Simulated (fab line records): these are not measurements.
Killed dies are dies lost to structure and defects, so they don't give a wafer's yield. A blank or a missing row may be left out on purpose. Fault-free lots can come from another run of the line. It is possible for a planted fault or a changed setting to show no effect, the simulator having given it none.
fab line records	flow sky130
record lots=12	wafers=36	last-day=50
route steps=708 shown METAL3@569 VIA3@594 METAL5@662 PAD_OPEN@708
lots untouched by any fault: they come from a run of this same line in which no faults occurred
start-h: start of the lot's first displayed wafer, in hours after the record's first day	wait-h: time in hours since the lot's previous step	" as in the row above	L1.1+2: a row that stands for several wafers	- value missing, or start not given	* or withheld: withheld	< > ~ a bound
route shown NAME@n: names a module that has steps shown in the file, with the first one's number in the route	usual: mean and standard deviation over wafers with no fault	same: alike in all rows	chamber/n: place in a boat	sites: the reading at each site	_std_site: the standard deviation of these	_edge_site: the outer-site mean with the inner-site mean subtracted	radius-mm: how far each site lies from the wafer's centre	mask NAME#n: copy n	behind: the last tool/chamber to shape the wafer	hold: reason for holding the lot/hours on hold/outcome of the hold	device: names the non-switching transistor (n, p or np)	end of line: tests run on the same wafers once the route is complete	a step with no rows: only its recipe	killed: dies that structure and defects cost at the first sort, which is not the same as the wafer's yield	map: a wafer's dies, x killed, . not, _ none there
set.NAME: the setting as run; set.NAME@STEP: as run at that earlier step	model.NAME: the simulator's own value behind a step, which no gauge read
the route's steps for a sample of lots (tables are steps, rows are wafers)
services: from which hour (start-h, from the record's first day; less than 0 if before it) a tool's chamber was out of use, for how many hours, and why
## steps
# step SKY_METAL3_STRIP_19
# recipe chemistry=O2/N2	power-w=1400	pressure-mtorr=1500	platen-temp-c=withheld	o2-flow-sccm=3000	n2-flow-sccm=300	overash-fraction=0.5
# usual drypump-motor-current-A=5.7/0.33	oes-product-au=0.503/0.0052	strip-time-to-endpoint-s=6.55/0.074
lot.wafer	tool	chamber	start-h	wait-h	drypump-motor-current-A	oes-product-au	rf-hours-counter-h	strip-time-to-endpoint-s
L368.2	plasma-asher-04	1	903.86	0.1	6.0	0.496	105	6.51
L368.4	"	0	"	"	6.2	0.504	-	6.46
L368.6	"	0	"	"	6.2	0.505	-	6.55
L369.2	plasma-asher-03	0	911.96	0.1	5.6	0.513	80	6.66
L369.4	"	0	"	"	5.6	0.516	-	6.63
L369.6	"	1	"	"	5.6	0.505	-	6.64
L370.2	plasma-asher-01	0	912.33	0.1	5.0	0.502	47	6.55
L370.3	"	0	"	"	5.0	0.508	-	6.71
L370.5	"	0	"	"	5.1	0.507	-	6.48
L373.2	plasma-asher-03	0	934.66	0.1	5.5	0.508	82	6.48
L373.3	"	1	"	"	5.6	0.492	-	6.44
L373.6	"	0	"	"	5.5	0.505	-	6.47
L374.1	plasma-asher-04	0	944.43	0.1	6.2	0.500	109	6.44
L374.4	"	1	"	"	6.1	0.495	-	6.49
L374.5	"	1	"	"	6.1	0.510	-	6.50
L377.2	plasma-asher-04	0	968.16	0.1	6.2	0.499	112	6.40
L377.4	"	1	"	"	6.1	0.498	-	6.41
L377.5	"	1	"	"	6.1	0.495	-	6.39
L378.3	plasma-asher-03	1	974.05	0.1	5.6	0.498	-	6.61
L378.4	"	0	"	"	5.5	0.508	-	6.58
L378.5	"	0	"	"	5.5	0.504	-	6.65
L379.2	plasma-asher-01	1	984.51	0.1	5.9	0.498	55	6.43
L379.3	"	0	"	"	5.0	0.490	-	6.52
L379.4	"	1	"	"	5.9	0.496	-	6.50
L380.1	plasma-asher-03	1	988.04	0.1	5.6	0.506	86	6.54
L380.2	"	0	"	"	5.5	0.505	86	6.55
L380.3	"	0	"	"	5.5	0.510	-	6.58
L386.1	plasma-asher-01	0	1027.61	0.1	5.0	0.507	60	6.53
L386.3	"	0	"	"	5.0	0.501	-	6.55
L386.6	"	1	"	"	5.9	0.503	-	6.56
L388.2	plasma-asher-03	1	1041.51	0.1	5.6	0.511	92	6.57
L388.5	"	0	"	"	5.5	0.505	-	6.55
L388.6	"	1	"	"	5.6	0.510	-	6.48
L390.1	plasma-asher-03	1	1055.96	0.1	5.6	0.510	93	6.67
L390.4	"	1	"	"	5.6	0.500	-	6.67
L390.6	"	1	"	"	5.6	0.504	-	6.60
# step SKY_VIA3_CVD_21
# recipe material=W	target-thk-nm=390	time-s=117.31	temp-c=400	pressure-torr=40
# usual heater-power-w=921/93
lot.wafer	tool	chamber	start-h	wait-h	heater-power-w
L368.2	cvd-w-01	0	931.11	0.0	941
L368.4	"	0	"	"	931
L368.6	"	1	"	"	808
L369.2	cvd-w-02	0	939.05	0.0	998
L369.4	"	0	"	"	1038
L369.6	"	0	"	"	1041
L370.2	cvd-w-02	1	940.14	0.1	1015
L370.3	"	0	"	"	1024
L370.5	"	1	"	"	987
L373.2	cvd-w-02	0	960.90	0.0	1015
L373.3	"	0	"	"	1035
L373.6	"	0	"	"	1038
L374.1	cvd-w-01	1	970.60	0.0	779
L374.4	"	0	"	"	927
L374.5	"	1	"	"	813
L377.2	cvd-w-01	1	993.84	0.0	795
L377.4	"	0	"	"	952
L377.5	"	0	"	"	921
L378.3	cvd-w-02	1	999.39	0.1	996
L378.4	"	0	"	"	1017
L378.5	"	0	"	"	1055
L379.2	cvd-w-02	0	1010.45	0.0	1027
L379.3	"	1	"	"	1023
L379.4	"	0	"	"	1008
L380.1	cvd-w-02	0	1013.85	0.0	1024
L380.2	"	1	"	"	998
L380.3	"	1	"	"	989
L386.1	cvd-w-01	1	1052.37	0.0	807
L386.3	"	0	"	"	949
L386.6	"	0	"	"	928
L388.2	cvd-w-02	1	1065.29	0.0	1015
L388.5	"	0	"	"	1026
L388.6	"	1	"	"	1036
L390.1	cvd-w-01	1	1078.89	0.0	806
L390.4	"	1	"	"	796
L390.6	"	1	"	"	785
# step SKY_VIA3_RS_MEAS_22
# recipe thk-meas-gauge=four-point-probe	reads=W_of_VIA3_CVD_21+TiN_of_VIA3_SPUTTER_20
# usual VIA3_W_RS=0.293/0.0038
lot.wafer	tool	chamber	start-h	wait-h	VIA3_W_RS[ohm/sq]
L368.2	film-metro-03	-	931.25	0.1	0.293
L368.4	"	-	"	"	0.297
L368.6	"	-	"	"	0.298
L369.2	film-metro-04	-	939.20	0.1	0.292
L369.4	"	-	"	"	0.290
L369.6	"	-	"	"	0.291
L370.2	film-metro-03	-	940.28	0.1	0.287
L370.3	"	-	"	"	0.292
L370.5	"	-	"	"	0.284
L373.2	film-metro-04	-	961.04	0.1	0.289
L373.3	"	-	"	"	0.286
L373.6	"	-	"	"	0.289
L374.1	film-metro-02	-	970.72	0.1	0.297
L374.4	"	-	"	"	0.293
L374.5	"	-	"	"	0.295
L377.2	film-metro-02	-	993.98	0.1	0.295
L377.4	"	-	"	"	0.294
L377.5	"	-	"	"	0.295
L378.3	film-metro-02	-	999.51	0.1	0.288
L378.4	"	-	"	"	0.294
L378.5	"	-	"	"	0.290
L379.2	film-metro-04	-	1010.59	0.1	0.287
L379.3	"	-	"	"	0.284
L379.4	"	-	"	"	0.287
L380.1	film-metro-02	-	1013.97	0.1	0.293
L380.2	"	-	"	"	0.287
L380.3	"	-	"	"	0.286
L386.1	film-metro-04	-	1052.49	0.1	0.293
L386.3	"	-	"	"	0.291
L386.6	"	-	"	"	0.291
L388.2	film-metro-04	-	1065.44	0.1	0.288
L388.5	"	-	"	"	0.290
L388.6	"	-	"	"	0.290
L390.1	film-metro-02	-	1079.01	0.1	0.293
L390.4	"	-	"	"	0.295
L390.6	"	-	"	"	0.297
# step SKY_METAL5_SPUTTER_01
# recipe material=TiN	target-thk-nm=20	power-w=6500	time-s=16.7	chamber-pressure-pa=0.4
# usual chamber-pressure-pa=0.4000/0.00079	throttle-valve-pct=30.0/0.93
lot.wafer	tool	chamber	start-h	wait-h	chamber-pressure-pa	throttle-valve-pct
L368.2	pvd-sputter-04	-	1007.50	0.0	0.3997	28.9
L368.4	"	-	"	"	0.4007	30.4
L368.6	"	-	"	"	0.4005	29.0
L369.2	pvd-sputter-03	-	1015.11	0.0	0.4002	31.5
L369.4	"	-	"	"	0.3999	30.9
L369.6	"	-	"	"	0.3995	29.5
L370.2	pvd-sputter-04	-	1017.37	0.0	0.4007	30.0
L370.3	"	-	"	"	0.4005	30.5
L370.5	"	-	"	"	0.4015	30.5
L373.2	pvd-sputter-01	-	1036.83	0.0	0.3984	30.9
L373.3	"	-	"	"	0.3998	29.8
L373.6	"	-	"	"	0.3990	29.6
L374.1	pvd-sputter-04	-	1044.41	0.0	0.4005	30.6
L374.4	"	-	"	"	0.3994	30.6
L374.5	"	-	"	"	0.3992	30.6
L377.2	pvd-sputter-03	-	1066.89	0.0	0.3997	29.3
L377.4	"	-	"	"	0.4010	30.3
L377.5	"	-	"	"	0.3997	31.4
L378.3	pvd-sputter-03	-	1071.78	0.0	0.4005	29.3
L378.4	"	-	"	"	0.4012	29.1
L378.5	"	-	"	"	0.3997	30.5
L379.2	pvd-sputter-03	-	1081.30	0.0	0.4002	31.4
L379.3	"	-	"	"	0.4001	29.2
L379.4	"	-	"	"	0.4003	30.7
L380.1	pvd-sputter-01	-	1084.64	0.0	0.3997	29.2
L380.2	"	-	"	"	0.3997	27.6
L380.3	"	-	"	"	0.4009	30.8
L386.1	pvd-sputter-01	-	1118.00	0.0	0.4001	29.7
L386.3	"	-	"	"	0.4210	27.2
L386.6	"	-	"	"	0.3998	28.9
L388.2	pvd-sputter-04	-	1131.45	0.0	0.3994	30.8
L388.5	"	-	"	"	0.4003	30.3
L388.6	"	-	"	"	0.4001	29.2
L390.1	pvd-sputter-01	-	1141.59	0.0	0.3991	30.5
L390.4	"	-	"	"	0.4214	26.8
L390.6	"	-	"	"	0.4203	27.2
# step SKY_PAD_OPEN_PROBE_99
# usual defect-limited-yield=82.4/1.8	killed_at_M0_to_M3=44/7.2	killed_at_M4_up=3.5/1.8	killed-at-contacts=25/5.1	killed-at-front-end=14/4.4	killed-at-other=0.4/0.58	killed-dies=87/9.1	killed-open=48/6.9	killed-short=38/6.3	sort_bin_3_pad_short=0.9/0.43	sort_bin_5_function=10.5/1.5	sort_bin_6_memory=6.3/1.1	sort-n-pass=405/9.1	sort-yield-pct=82.4/1.8
# same gross-dies=492	killed-at-back-side=0	sort_bin_4_leakage[%]=0	sort_bin_8_speed[%]=0
lot.wafer	tool	chamber	start-h	wait-h	defect-limited-yield[%]	killed_at_M0_to_M3	killed_at_M4_up	killed-at-contacts	killed-at-front-end	killed-at-other	killed-dies	killed-open	killed-short	sort_bin_3_pad_short[%]	sort_bin_5_function[%]	sort_bin_6_memory[%]	sort-n-pass	sort-yield-pct[%]
L378.3	prober-02	-	1136.61	0.2	81.9	41	2	30	15	1	89	55	34	1.0	10.6	6.5	403	81.9
L378.4	prober-02	-	1136.66	0.2	84.8	40	2	25	8	0	75	41	34	0.4	7.9	6.9	417	84.8
L378.5	prober-02	-	1136.71	0.2	80.5	47	4	29	15	1	96	58	38	0.4	12.8	6.3	396	80.5
# killed by level:class
L378.3 VIA1:geometric-particle:open=15 CONTACT:geometric-particle:open=10 VIA3:geometric-particle:open=9 CONTACT:geometric-particle:short=8 LI_CONTACT:geometric-particle:open=7 VIA3:geometric-particle:short=5 FIELD_ISO:geometric-particle:short=4 FIELD_ISO:geometric-particle:open=4
L378.4 VIA1:geometric-particle:open=14 CONTACT:geometric-particle:open=8 LOCAL_INTERCONNECT:geometric-particle:short=8 VIA3:geometric-particle:open=7 CONTACT:geometric-particle:short=5 METAL2:geometric-particle:short=5 VIA2:geometric-particle:open=4 FIELD_ISO:geometric-particle:open=3
L378.5 VIA1:geometric-particle:open=12 LI_CONTACT:geometric-particle:open=10 CONTACT:geometric-particle:open=9 VIA3:geometric-particle:open=8 METAL2:geometric-particle:short=7 VIA1:geometric-particle:short=6 FIELD_ISO:geometric-particle:open=5 CONTACT:geometric-particle:short=4
## services
tool	chamber	start-h	hours	kind
pvd-sputter-03	-	884.25	2.4	repair
cvd-w-02	-	904.01	14.0	pm
cvd-w-02	0	904.01	14.0	vent-cycle
plasma-asher-03	-	919.48	2.4	repair
pvd-sputter-01	-	931.00	11.1	repair
plasma-asher-03	-	948.72	15.6	pm
cvd-w-01	0	952.88	14.3	repair
plasma-asher-04	-	956.48	2.5	repair
plasma-asher-03	-	968.03	0.8	repair
pvd-sputter-04	-	1011.24	4.4	repair
plasma-asher-04	-	1013.99	21.8	repair
pvd-sputter-04	-	1016.66	0.5	repair
pvd-sputter-03	-	1032.92	2.4	repair
pvd-sputter-03	-	1033.82	6.5	repair
cvd-w-01	0	1036.13	6.2	repair
plasma-asher-04	-	1055.25	9.0	pm
pvd-sputter-01	-	1056.92	4.1	repair
cvd-w-02	-	1067.12	2.8	pm
pvd-sputter-04	-	1103.35	14.7	repair
plasma-asher-03	-	1104.98	28.1	pm
cvd-w-01	0	1104.99	5.2	repair
pvd-sputter-01	-	1109.91	2.4	repair
pvd-sputter-03	-	1117.58	3.7	repair
cvd-w-02	-	1128.31	0.7	repair
## key
first-sign step=SKY_METAL5_SPUTTER_01	reading=chamber-pressure-pa	direction=up	sigmas=27	usual=0.4000	struck=0.4209
effect none on later readings
met-at SKY_METAL5_SPUTTER_01
struck-lots L386,L390
struck-wafers L386.3,L390.4,L390.6
not-acting-at SKY_METAL3_STRIP_19,SKY_VIA3_CVD_21,SKY_VIA3_RS_MEAS_22
onset-between 1084.64 1118.00
fault kind=process-parameter-drift	tool=pvd-sputter-01	chamber=-	onset-h=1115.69	steps=SKY_METAL5_SPUTTER_01	channel=chamber-pressure-pa	offset=0.020583	shape=step	end-h=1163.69	acts-in=these-recipes-only	stated=0.4	scope=struck-wafers-only
